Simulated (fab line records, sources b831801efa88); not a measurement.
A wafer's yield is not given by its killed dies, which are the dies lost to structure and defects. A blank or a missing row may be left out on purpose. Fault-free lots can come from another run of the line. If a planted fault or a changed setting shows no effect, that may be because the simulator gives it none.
fab line records	flow sky130
[record] lots = 13	wafers = 39	last_day = 49
route steps=708 shown VT_ADJUST_HVTP@92 VT_ADJUST_NCORE@126 VT_ADJUST_HVTR@133 PAD_OPEN@708
lots untouched by any fault: they come from a run of this same line in which no faults occurred
start_h: hours from the record's opening day to when the first of the lot's shown wafers began	wait_h: hours elapsed since this lot's preceding step	" same as the row above	L1.1+2: one row covering several wafers at once	- value missing, or start not given	* or withheld: withheld	< > ~ a bound
route shown NAME@n: NAME is a module with steps in the file, n the number in the route of the first one	usual: mean/standard deviation taken from wafers without a fault	same: alike in all rows	chamber/n: place in a boat	sites: readings site by site	_std_site: how widely they spread, as a standard deviation	_edge_site: mean of outer sites minus mean of inner sites	radius_mm: for every site, how far away it sits from the centre of the wafer	mask NAME#n: copy n	behind: the most recent tool/chamber to have shaped the wafer	hold: the reason the lot was held/the length of the hold in hours/how it ended	device: whichever transistor did not switch (one of n, p or np)	end of line: the route-end tests of the same wafers	step lacking rows: just its recipe	killed: count of dies lost to structure and defects at first sort (not the wafer's yield)	map: shows each die of a wafer: x if killed, . if not, _ if none is there
set.NAME: setting as actually run; set.NAME@STEP: the setting as run at that earlier step	model.NAME: the simulator's own value behind a step, which no gauge read
steps of the route over a sample of lots; a table a step, a row a wafer
services: when a tool's chamber went out of use (start_h, in hours from the record's first day, below 0 if earlier), for how many hours, and the reason
[[steps]]
[step SKY_VT_ADJUST_HVTP_CD_MEAS_07]
[recipe] target_cd_nm = 380
[usual] cd_nm = 380/3.6
lot.wafer	tool	chamber	start_h	wait_h	cd_nm
L587.1	cd_sem-02	-	122.44	0.1	387
L587.2	"	-	"	"	382
L587.5	"	-	"	"	384
L589.1	cd_sem-01	-	133.78	0.1	383
L589.5	"	-	"	"	382
L589.6	"	-	"	"	382
L590.1	cd_sem-02	-	136.49	0.1	383
L590.2	"	-	"	"	382
L590.5	"	-	"	"	380
L591.4	cd_sem-02	-	146.09	0.1	380
L591.5	"	-	"	"	378
L591.6	"	-	"	"	381
L592.1	cd_sem-02	-	155.08	0.1	384
L592.2	"	-	"	"	383
L592.6	"	-	"	"	387
L593.1	cd_sem-02	-	163.39	0.1	380
L593.3	"	-	"	"	381
L593.5	"	-	"	"	380
L597.2	cd_sem-01	-	189.41	0.1	381
L597.3	"	-	"	"	382
L597.6	"	-	"	"	382
L598.1	cd_sem-02	-	193.93	0.2	376
L598.2	"	-	"	"	375
L598.3	"	-	"	"	376
L599.1	cd_sem-02	-	203.34	0.1	376
L599.3	"	-	"	"	379
L599.5	"	-	"	"	378
L600.1	cd_sem-01	-	210.87	0.3	379
L600.3	"	-	"	"	381
L600.5	"	-	"	"	378
L602.1	cd_sem-01	-	218.74	0.1	386
L602.5	"	-	"	"	387
L602.6	"	-	"	"	386
L606.3	cd_sem-02	-	244.17	0.1	375
L606.4	"	-	"	"	378
L606.5	"	-	"	"	378
L607.1	cd_sem-02	-	246.93	0.1	376
L607.2	"	-	"	"	374
L607.3	"	-	"	"	376
[step SKY_VT_ADJUST_NCORE_CD_MEAS_07]
[recipe] target_cd_nm = 380
[usual] cd_nm = 379.3/3
lot.wafer	tool	chamber	start_h	wait_h	cd_nm
L587.1	cd_sem-01	-	181.66	0.1	379.5
L587.2	"	-	"	"	378.4
L587.5	"	-	"	"	384.1
L589.1	cd_sem-02	-	193.58	0.2	377.8
L589.5	"	-	"	"	377.3
L589.6	"	-	"	"	379.6
L590.1	cd_sem-02	-	196.89	0.1	374.0
L590.2	"	-	"	"	378.6
L590.5	"	-	"	"	377.0
L591.4	cd_sem-01	-	209.37	0.1	377.6
L591.5	"	-	"	"	378.9
L591.6	"	-	"	"	379.7
L592.1	cd_sem-02	-	218.06	0.1	376.7
L592.2	"	-	"	"	378.9
L592.6	"	-	"	"	377.6
L593.1	cd_sem-02	-	228.64	0.1	383.3
L593.3	"	-	"	"	383.7
L593.5	"	-	"	"	381.6
L597.2	cd_sem-01	-	257.83	0.2	375.3
L597.3	"	-	"	"	375.3
L597.6	"	-	"	"	375.8
L598.1	cd_sem-01	-	262.33	0.1	379.2
L598.2	"	-	"	"	381.8
L598.3	"	-	"	"	378.3
L599.1	cd_sem-02	-	273.46	0.1	386.9
L599.3	"	-	"	"	385.2
L599.5	"	-	"	"	385.8
L600.1	cd_sem-01	-	281.83	0.1	377.1
L600.3	"	-	"	"	379.9
L600.5	"	-	"	"	380.5
L602.1	cd_sem-01	-	290.09	0.1	381.0
L602.5	"	-	"	"	381.7
L602.6	"	-	"	"	379.2
L606.3	cd_sem-02	-	319.18	0.1	376.5
L606.4	"	-	"	"	374.9
L606.5	"	-	"	"	375.2
L607.1	cd_sem-02	-	321.94	0.1	376.1
L607.2	"	-	"	"	377.5
L607.3	"	-	"	"	375.4
[step SKY_VT_ADJUST_NCORE_OVL_MEAS_08]
[usual] VT_ADJUST_NCORE_OVL = -0.5/1.3
lot.wafer	tool	chamber	start_h	wait_h	VT_ADJUST_NCORE_OVL[nm]
L587.1	overlay-01	-	181.78	0.1	1.0
L587.2	"	-	"	"	1.8
L587.5	"	-	"	"	0.0
L589.1	overlay-02	-	193.70	0.1	-0.5
L589.5	"	-	"	"	-1.8
L589.6	"	-	"	"	-0.5
L590.1	overlay-02	-	197.01	0.1	-1.5
L590.2	"	-	"	"	-2.8
L590.5	"	-	"	"	0.0
L591.4	overlay-02	-	209.45	0.1	-0.2
L591.5	"	-	"	"	-1.2
L591.6	"	-	"	"	-0.4
L592.1	overlay-02	-	218.18	0.1	-4.1
L592.2	"	-	"	"	-3.7
L592.6	"	-	"	"	-2.1
L593.1	overlay-02	-	228.76	0.1	-1.2
L593.3	"	-	"	"	0.7
L593.5	"	-	"	"	-2.3
L597.2	overlay-01	-	257.94	0.1	-0.2
L597.3	"	-	"	"	-1.3
L597.6	"	-	"	"	1.2
L598.1	overlay-02	-	262.45	0.1	-1.5
L598.2	"	-	"	"	-0.2
L598.3	"	-	"	"	-0.7
L599.1	overlay-02	-	273.58	0.1	0.5
L599.3	"	-	"	"	-2.5
L599.5	"	-	"	"	-2.2
L600.1	overlay-01	-	281.95	0.1	-1.7
L600.3	"	-	"	"	1.2
L600.5	"	-	"	"	-1.4
L602.1	overlay-01	-	290.21	0.1	-0.9
L602.5	"	-	"	"	0.2
L602.6	"	-	"	"	-0.1
L606.3	overlay-01	-	319.27	0.1	-1.3
L606.4	"	-	"	"	0.9
L606.5	"	-	"	"	-1.4
L607.1	overlay-01	-	322.06	0.1	-1.0
L607.2	"	-	"	"	0.0
L607.3	"	-	"	"	-1.1
[step SKY_VT_ADJUST_HVTR_COAT_02]
[recipe] resist = NOVOLAK	spin_rpm = 3000	resist_thk_nm = 1140
[usual] spin_speed_rpm = 2999.8/2.1
lot.wafer	tool	chamber	start_h	wait_h	spin_speed_rpm
L587.1	litho_track-02	0	192.86	0.1	3001.1
L587.2	"	0	"	"	3001.4
L587.5	"	0	"	"	2999.2
L589.1	litho_track-04	0	203.99	0.1	3002.2
L589.5	"	0	"	"	3003.3
L589.6	"	0	"	"	2998.2
L590.1	litho_track-03	0	207.73	0.1	3000.7
L590.2	"	0	"	"	3003.7
L590.5	"	0	"	"	2997.9
L591.4	litho_track-04	0	220.17	0.1	2998.5
L591.5	"	0	"	"	2998.0
L591.6	"	0	"	"	2999.7
L592.1	litho_track-02	0	229.36	0.1	2999.3
L592.2	"	0	"	"	3000.6
L592.6	"	0	"	"	3000.2
L593.1	litho_track-04	0	240.44	0.1	3001.6
L593.3	"	0	"	"	3001.8
L593.5	"	0	"	"	3001.9
L597.2	litho_track-04	0	270.17	0.1	2999.8
L597.3	"	0	"	"	2996.8
L597.6	"	0	"	"	2998.5
L598.1	litho_track-02	0	275.01	0.1	2997.9
L598.2	"	0	"	"	3000.8
L598.3	"	0	"	"	2997.0
L599.1	litho_track-04	0	286.04	0.1	2998.8
L599.3	"	0	"	"	2998.5
L599.5	"	0	"	"	2996.5
L600.1	litho_track-04	0	294.44	0.1	2999.5
L600.3	"	0	"	"	2999.0
L600.5	"	0	"	"	3002.0
L602.1	litho_track-04	0	303.09	0.1	2997.7
L602.5	"	0	"	"	2997.0
L602.6	"	0	"	"	2998.5
L606.3	litho_track-04	0	332.59	0.1	2811.3
L606.4	"	0	"	"	2811.7
L606.5	"	0	"	"	2809.9
L607.1	litho_track-04	0	335.14	0.1	2811.7
L607.2	"	0	"	"	2810.7
L607.3	"	0	"	"	2815.3
[step SKY_VT_ADJUST_HVTR_STRIP_10]
[recipe] chemistry = O2/N2	power_w = 1400	pressure_mtorr = 1500	platen_temp_c = withheld	o2_flow_sccm = 3000	n2_flow_sccm = 300	overash_fraction = 0.5
[usual] drypump_motor_current_A = 5.6/0.53	oes_product_au = 0.716/0.0046	strip_time_to_endpoint_s = 14.20/0.046
lot.wafer	tool	chamber	start_h	wait_h	drypump_motor_current_A	oes_product_au	rf_hours_counter_h	strip_time_to_endpoint_s
L587.1	plasma_asher-04	0	203.83	0.1	6.2	0.716	8	14.27
L587.2	"	1	"	"	5.0	0.711	8	14.22
L587.5	"	0	"	"	6.2	0.717	-	14.24
L589.1	plasma_asher-02	0	216.22	0.1	5.8	0.716	51	14.21
L589.5	"	0	"	"	5.8	0.722	-	14.19
L589.6	"	1	"	"	5.9	0.714	-	14.15
L590.1	plasma_asher-02	0	219.37	0.1	5.8	0.717	52	14.19
L590.2	"	1	"	"	5.9	0.715	52	14.23
L590.5	"	0	"	"	5.8	0.706	-	14.20
L591.4	plasma_asher-04	1	231.60	0.1	5.0	0.718	-	14.10
L591.5	"	0	"	"	6.3	0.704	-	14.15
L591.6	"	1	"	"	5.0	0.718	-	14.16
L592.1	plasma_asher-02	1	241.62	0.1	5.9	0.717	54	14.25
L592.2	"	0	"	"	5.8	0.718	54	14.23
L592.6	"	0	"	"	5.8	0.709	-	14.24
L593.1	plasma_asher-04	0	252.09	0.1	6.2	0.711	13	14.22
L593.3	"	0	"	"	6.3	0.719	-	14.19
L593.5	"	1	"	"	5.0	0.714	-	14.18
L597.2	plasma_asher-03	1	282.67	0.1	6.1	0.719	48	14.15
L597.3	"	0	"	"	4.9	0.714	-	14.14
L597.6	"	0	"	"	4.9	0.715	-	14.13
L598.1	plasma_asher-02	0	288.03	0.1	5.8	0.727	58	14.27
L598.2	"	1	"	"	5.9	0.720	58	14.26
L598.3	"	1	"	"	5.9	0.710	-	14.24
L599.1	plasma_asher-03	0	299.58	0.1	4.9	0.721	49	14.22
L599.3	"	1	"	"	6.1	0.719	-	14.26
L599.5	"	0	"	"	4.8	0.709	-	14.23
L600.1	plasma_asher-04	1	307.78	0.1	5.0	0.721	18	14.18
L600.3	"	1	"	"	5.0	0.723	-	14.27
L600.5	"	0	"	"	6.2	0.719	-	14.23
L602.1	plasma_asher-04	0	316.97	0.1	6.2	0.714	19	14.11
L602.5	"	0	"	"	6.2	0.724	-	14.17
L602.6	"	1	"	"	5.0	0.720	-	14.20
L606.3	plasma_asher-04	0	345.98	0.1	6.2	0.712	-	14.60
L606.4	"	1	"	"	5.0	0.715	-	14.58
L606.5	"	1	"	"	5.0	0.719	-	14.59
L607.1	plasma_asher-02	0	349.30	0.1	5.8	0.710	64	14.57
L607.2	"	1	"	"	5.9	0.711	64	14.63
L607.3	"	1	"	"	5.9	0.721	-	14.62
[step SKY_PAD_OPEN_PROBE_99]
[usual] killed_at_M0_to_M3 = 44/6	killed_at_M4_up = 3.3/2.1	killed_at_contacts = 25/5.5	killed_at_front_end = 15/4.3	killed_at_other = 0.2/0.41	killed_dies = 88/9.1	killed_open = 48/6.6	killed_short = 39/6.7
[same] gross_dies = 492	killed_at_back_side = 0
lot.wafer	tool	chamber	start_h	wait_h	killed_at_M0_to_M3	killed_at_M4_up	killed_at_contacts	killed_at_front_end	killed_at_other	killed_dies	killed_open	killed_short
L598.1	prober-01	-	1140.71	0.1	47	2	16	8	0	73	47	26
L598.2	prober-01	-	1140.76	0.1	46	3	32	22	0	103	54	48
L598.3	prober-01	-	1140.81	0.2	45	3	20	14	0	82	55	27
L599.1	prober-02	-	1153.32	0.1	43	1	25	12	0	81	41	40
L599.3	prober-02	-	1153.42	0.2	55	7	22	13	0	97	56	41
L599.5	prober-02	-	1153.52	0.2	41	4	17	24	0	86	47	39
// killed by level:class
L598.1 VIA1:geometric_particle:open=15 VIA2:geometric_particle:open=10 CONTACT:geometric_particle:open=6 METAL3:geometric_particle:short=5 METAL1:geometric_particle:short=5 POLY_GATE:geometric_particle:open=4 LI_CONTACT:geometric_particle:open=4 VIA1:geometric_particle:short=4
L598.2 CONTACT:geometric_particle:open=11 LI_CONTACT:geometric_particle:open=8 VIA3:geometric_particle:open=8 FIELD_ISO:geometric_particle:open=7 METAL1:geometric_particle:short=7 VIA3:geometric_particle:short=6 VIA1:geometric_particle:open=5 POLY_GATE:geometric_particle:short=4
L598.3 VIA1:geometric_particle:open=15 CONTACT:geometric_particle:open=10 VIA3:geometric_particle:open=7 POLY_GATE:geometric_particle:open=6 VIA2:geometric_particle:short=5 VIA2:geometric_particle:open=5 FIELD_ISO:geometric_particle:open=4 LI_CONTACT:geometric_particle:open=4
L599.1 CONTACT:geometric_particle:open=10 VIA1:geometric_particle:open=8 VIA1:geometric_particle:short=8 VIA3:geometric_particle:open=7 LI_CONTACT:geometric_particle:short=5 CONTACT:geometric_particle:short=5 METAL2:geometric_particle:short=5 FIELD_ISO:geometric_particle:short=4
L599.3 VIA1:geometric_particle:open=12 VIA2:geometric_particle:open=11 CONTACT:geometric_particle:open=9 POLY_GATE:geometric_particle:open=7 METAL2:geometric_particle:short=7 METAL1:geometric_particle:short=6 VIA3:geometric_particle:short=6 LI_CONTACT:geometric_particle:open=5
L599.5 VIA2:geometric_particle:open=9 FIELD_ISO:geometric_particle:short=8 CONTACT:geometric_particle:open=7 VIA1:geometric_particle:open=6 LI_CONTACT:geometric_particle:open=6 FIELD_ISO:geometric_particle:open=5 POLY_GATE:geometric_particle:short=5 VIA1:geometric_particle:short=5
[[services]]
tool	chamber	start_h	hours	kind
litho_track-02	-	207.25	-	consumable_replace:filter
plasma_asher-04	-	240.67	2.2	repair
plasma_asher-02	-	271.89	3.8	repair
plasma_asher-02	-	332.98	3.5	repair
plasma_asher-03	-	345.43	14.6	pm
[[key]]
[first_sign] step = SKY_VT_ADJUST_HVTR_COAT_02	reading = spin_speed_rpm	direction = down	sigmas = 89	usual = 2999.8	struck = 2811.8
[effect] step = SKY_VT_ADJUST_HVTR_STRIP_10	reading = strip_time_to_endpoint_s	direction = up	sigmas = 8.5	usual = *	struck = *
met_at SKY_VT_ADJUST_HVTR_COAT_02
struck_lots L606,L607
tester_left_out L606,L607
not_acting_at SKY_VT_ADJUST_HVTP_CD_MEAS_07,SKY_VT_ADJUST_NCORE_CD_MEAS_07,SKY_VT_ADJUST_NCORE_OVL_MEAS_08
onset_between 303.09 332.59
[fault] kind = process_parameter_drift	tool = litho_track-04	chamber = -	onset_h = 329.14	steps = SKY_VT_ADJUST_HVTR_COAT_02	channel = spin_rpm	offset = -188.52	shape = step	end_h = 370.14	acts_in = these_recipes_only	stated = 3000
// tester_left_out: of these lots the tester's yield and bins aren't shown, on N5 and GAA mostly nor the transistor test; their killed dies are dies lost to structure and defects alone, not to doping, threshold or leakage, so they don't give the yield
